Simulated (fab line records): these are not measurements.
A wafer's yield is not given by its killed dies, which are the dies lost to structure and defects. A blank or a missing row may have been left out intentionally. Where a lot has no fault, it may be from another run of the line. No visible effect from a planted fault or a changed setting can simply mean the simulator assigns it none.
Check of tool commonality	flow gf180mcu	14 lots and 42 wafers in the sample

== REASON IT WAS OPENED ==
At GF_STI_CD_MEAS_12 the reading cd-nm is flagged on 2 of 14 lots. Fault-free wafers read 220.0 nm, with a standard deviation of 1.3.
Rule: flag the lot when none of its wafers has a number, or when each of its wafers that has one lies beyond 4 standard deviations from that mean. All remaining lots are regarded as sound.

lot	measured	on	cd-nm (nm), wafer by wafer	flag
L927	day 2 02:32	cd-sem-01	218.8 217.5 218.9	
L928	day 2 07:53	cd-sem-02	220.2 218.3 219.9	
L930	day 2 17:34	cd-sem-02	220.1 221.3 220.9	
L931	day 2 22:39	cd-sem-02	220.8 221.2 220.7	
L932	day 3 04:11	cd-sem-02	217.6 219.0 218.9	
L933	day 3 07:52	cd-sem-01	218.6 218.8 219.7	
L938	day 4 09:58	cd-sem-01	219.8 221.1 218.6	
L939	day 4 15:05	cd-sem-01	273.6 272.2 273.4	FLAGGED
L940	day 4 20:28	cd-sem-02	275.0 275.3 275.1	FLAGGED
L941	day 5 01:06	cd-sem-02	217.4 217.8 217.1	
L943	day 5 11:21	cd-sem-01	219.6 220.5 220.8	
L944	day 5 18:08	cd-sem-02	220.8 219.0 219.5	
L947	day 6 08:12	cd-sem-02	217.7 219.1 218.6	
L950	day 6 23:51	cd-sem-01	218.7 219.3 219.1	
The mean of the flagged lots' numbers is 274.1 nm, +54.1 nm from the usual (+42 standard deviations).

== LOT BY LOT: THE TOOL USED ==
The record holds 1 process step before the reading, out of a route of 602 steps. Read each cell as the tool, then ch plus the chambers that the sampled wafers visited, then the start.
lot	flag	GF_STI_PEB_10
L927		litho-track-04 ch 0, day 2 02:11
L928		litho-track-03 ch 0, day 2 07:32
L930		litho-track-04 ch 0, day 2 17:13
L931		litho-track-04 ch 0, day 2 22:20
L932		litho-track-04 ch 0, day 3 03:50
L933		litho-track-04 ch 0, day 3 07:31
L938		litho-track-03 ch 0, day 4 09:37
L939	FLAGGED	litho-track-03 ch 0, day 4 14:46
L940	FLAGGED	litho-track-03 ch 0, day 4 20:07
L941		litho-track-02 ch 0, day 5 00:45
L943		litho-track-02 ch 0, day 5 11:00
L944		litho-track-04 ch 0, day 5 17:47
L947		litho-track-02 ch 0, day 6 07:51
L950		litho-track-04 ch 0, day 6 23:31
What these steps do:
- GF_STI_PEB_10: peb time 90 s.
- GF_STI_CD_MEAS_12: target cd 220 nm.

== FLAGGED OVER TOTAL, TOOL BY TOOL (the gauges that took the reading come last) ==
step	tool	lots run	flagged	share of the flagged lots	sound lots run after its first flagged lot
GF_STI_PEB_10	litho-track-02	3	0	none	-
GF_STI_PEB_10	litho-track-03	4	2	all	0
GF_STI_PEB_10	litho-track-04	7	0	none	-
GF_STI_CD_MEAS_12	cd-sem-01	6	1	some	2 (L943,L950)
GF_STI_CD_MEAS_12	cd-sem-02	8	1	some	3 (L941,L944,L947)

== THE TABLE: WHAT IT ALLOWS ==
In the table, 1 row covers all flagged lots: litho-track-03 at GF_STI_PEB_10.
- litho-track-03 at GF_STI_PEB_10 ran 4 lots, 2 of them flagged. Last sound lot L938 at day 4 09:37, first flagged lot L939 at day 4 14:46; a fault beginning in between fits. Its own readings lie more than 4 standard deviations out on every wafer of the flagged lots: heater-power-total-W, plate-temp-C.
What remains is a single tool, litho-track-03 at GF_STI_PEB_10.

== WHAT THE SIMULATOR PUT IN ==
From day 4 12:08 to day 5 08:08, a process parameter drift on litho-track-03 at GF_STI_PEB_10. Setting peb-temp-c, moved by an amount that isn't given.
Shown lots that were struck: L939, L940. The same result came from the rule above.
